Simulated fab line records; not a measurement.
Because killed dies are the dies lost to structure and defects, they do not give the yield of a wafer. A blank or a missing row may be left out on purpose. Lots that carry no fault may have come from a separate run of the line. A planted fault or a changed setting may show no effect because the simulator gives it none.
Split-lot experiment	flow sfq line	on a route of 325 steps: 5 lots, 23 wafers read

## THE SPLIT ITSELF
At SFQ_TRILAYER_M8_DEP_EVAP_198 (material Pt, target thk 50 nm, time 250 s), the setting time s was moved away from the recipe's 250 s on 9 of the 23 wafers read, by -6.6% to +10.0%. All remaining wafers had this setting at the recipe value.

The reading is taken at the split's own step.

## THE READING
Pt_of_TRILAYER_M8_DEP_EVAP_198.thk nm (the simulator's own value, which no gauge read), in nm, at SFQ_TRILAYER_M8_DEP_EVAP_198 (material Pt, target thk 50 nm, time 250 s). There is no usual value for it anywhere in the file. Average 50.43 nm, standard deviation 0.36 nm, over the 14 wafers here run with the recipe.

wafer	tool, chamber at the split	time s as run, s	against the recipe	Pt_of_TRILAYER_M8_DEP_EVAP_198.thk nm, nm	against lot-mates on the recipe
L075.2	pvd sputter-01, -	250	recipe	50.59	-
L075.3	pvd sputter-01, -	250	recipe	50.76	-
L075.4	pvd sputter-01, -	275	+10.0%	55.78	+5.11
L075.5	pvd sputter-01, -	275	+10.0%	55.63	+4.96
L075.6	pvd sputter-01, -	275	+10.0%	55.66	+4.98
L077.1	pvd sputter-01, -	235	-6.0%	47.03	-3.52
L077.2	pvd sputter-01, -	235	-6.0%	47.17	-3.38
L077.4	pvd sputter-01, -	235	-6.0%	47.01	-3.55
L077.5	pvd sputter-01, -	250	recipe	50.71	-
L077.6	pvd sputter-01, -	250	recipe	50.4	-
L079.1	pvd sputter-01, -	250	recipe	50.09	-
L079.4	pvd sputter-01, -	250	recipe	49.81	-
L079.6	pvd sputter-01, -	250	recipe	50.24	-
L080.1	pvd sputter-02, -	250	recipe	50.2	-
L080.2	pvd sputter-02, -	250	recipe	50.78	-
L080.3	pvd sputter-02, -	250	recipe	49.98	-
L080.5	pvd sputter-02, -	250	recipe	50.65	-
L080.6	pvd sputter-02, -	250	recipe	50.22	-
L084.1	pvd sputter-02, -	250	recipe	50.38	-
L084.2	pvd sputter-02, -	250	recipe	51.2	-
L084.3	pvd sputter-02, -	233.5	-6.6%	46.98	-3.81
L084.5	pvd sputter-02, -	233.5	-6.6%	47.54	-3.25
L084.6	pvd sputter-02, -	233.5	-6.6%	47.36	-3.43

THE FIT
A straight line over all 23 wafers: Pt_of_TRILAYER_M8_DEP_EVAP_198.thk nm changes by +0.521 nm for each +1% of time s; r = +0.99; the points scatter about the line by 0.34 nm.
The same after taking each lot's own level away (the mean of its wafers on the recipe; 23 wafers): +0.523 nm for each +1%; r = +0.99; scatter 0.27 nm.
That fit puts the effect of the largest move of time s on the reading at 5.2 nm.
Across the lots, their own levels run from 50.047 to 50.790 nm, a range of 2.1 times the standard deviation given above.
The two slopes agree, so the slope changes little with the lot-to-lot level.
Check: for one of the wafers moved furthest among these (+10.0%), held out of the fit, the line's prediction against its lot-mates is +5.17 nm. It came out at +5.11 nm against them.

## THE FILE'S OWN FIT
Pt_of_TRILAYER_M8_DEP_EVAP_198.thk nm changes by +0.524 nm for each +1% of time s, r = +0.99.
